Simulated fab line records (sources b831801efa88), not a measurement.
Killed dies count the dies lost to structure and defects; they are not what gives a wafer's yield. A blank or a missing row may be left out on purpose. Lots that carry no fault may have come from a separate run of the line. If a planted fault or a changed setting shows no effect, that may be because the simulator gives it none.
Chamber matching | flow gf180mcu | GF_V2_CMP_26 on cmp-02: 4 sister chambers
The step polishes, stops on SiO2, t overpolish 15 s, target thk 0 nm. 22 wafers are shown with their chamber, then 11 later ones without.

## EACH WAFER AND ITS CHAMBER
wafer  | chamber | motor current A (A) | time to endpoint s (s) | overpolish run s (s)
L074.2 | 1       | 12.1                | 74                     | 14.993
L074.4 | 2       | 9.2                 | 83                     | 15.008
L074.6 | 2       | 9.0                 | 83                     | 14.986
L077.1 | 2       | 8.8                 | 84                     | 14.996
L077.4 | 3       | 10.3                | 84                     | 15.008
L077.6 | 2       | 9.4                 | 88                     | 15.019
L078.1 | 2       | 9.3                 | 84                     | 15.008
L078.3 | 3       | 10.9                | 83                     | 14.984
L078.6 | 3       | 10.8                | 84                     | 15.007
L080.1 | 1       | 11.4                | 83                     | 14.996
L080.2 | 2       | 9.1                 | 89                     | 14.996
L080.4 | 0       | 11.0                | 87                     | 15.001
L082.1 | 2       | 9.1                 | 87                     | 15.024
L082.5 | 2       | 9.6                 | 81                     | 15.005
L082.6 | 3       | 11.0                | 84                     | 15.016
L083.4 | 3       | 11.2                | 85                     | 14.995
L083.5 | 2       | 8.7                 | 88                     | 15.004
L083.6 | 1       | 11.4                | 80                     | 14.993
L091.1 | 3       | 11.0                | 86                     | 15.004
L091.2 | 2       | 9.3                 | 93                     | 15.001
L091.6 | 0       | 11.3                | 88                     | 15.009
L092.2 | 1       | 11.1                | 72                     | 14.997

SIGNATURES (means of the wafers above)
reading            | chamber 0 | chamber 1 | chamber 2 | chamber 3 | scatter within a chamber
motor current A    | 11.150    | 11.500    | 9.150     | 10.867    | 0.309
time to endpoint s | 87.50     | 77.25     | 86.00     | 84.33     | 3.35
overpolish run s   | 15.00500  | 14.99475  | 15.00470  | 15.00233  | 0.00998
Rule: for a wafer and a chamber, the distance is found by dividing, reading by reading, the gap between the wafer's reading and the chamber's mean by the reading's scatter, squaring, summing and taking the root. The wafer belongs to the nearest chamber; if the next one is less than 2 further off, it can't be placed. The scatter is the square root of a quotient: the sum, over the shown wafers, of each reading's squared deviation from its chamber's mean, divided by wafers minus chambers.

## WAFERS WITHOUT THEIR CHAMBER
wafer  | motor current A (A) | time to endpoint s (s) | overpolish run s (s)
L092.3 | 10.4                | 81                     | 14.994
L092.4 | 9.4                 | 83                     | 15.006
L094.1 | 11.1                | 88                     | 15.015
L094.5 | 11.2                | 81                     | 15.000
L094.6 | 9.8                 | 90                     | 15.004
L095.3 | 9.7                 | 85                     | 15.019
L095.5 | 9.1                 | 83                     | 14.998
L095.6 | 11.2                | 77                     | 14.987
L097.2 | 11.6                | 81                     | 14.998
L097.3 | 11.2                | 87                     | 15.003
L097.6 | 10.6                | 87                     | 15.000

## EACH ONE'S CHAMBER
wafer  | from the rows above          | in truth
L092.3 | can't be placed: 3 or 0 or 1 | 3
L092.4 | 2                            | 2
L094.1 | can't be placed: 0 or 3      | 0
L094.5 | can't be placed: 3 or 1 or 0 | 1
L094.6 | can't be placed: 2 or 3      | 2
L095.3 | can't be placed: 2 or 3      | 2
L095.5 | 2                            | 2
L095.6 | can't be placed: 1 or 3      | 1
L097.2 | can't be placed: 1 or 0 or 3 | 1
L097.3 | can't be placed: 0 or 3      | 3
L097.6 | can't be placed: 3 or 0      | 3
2 of 11 placed correctly. Not placeable from these rows: 9 (in 9, the candidates include the true chamber). Placed wrongly: 0.
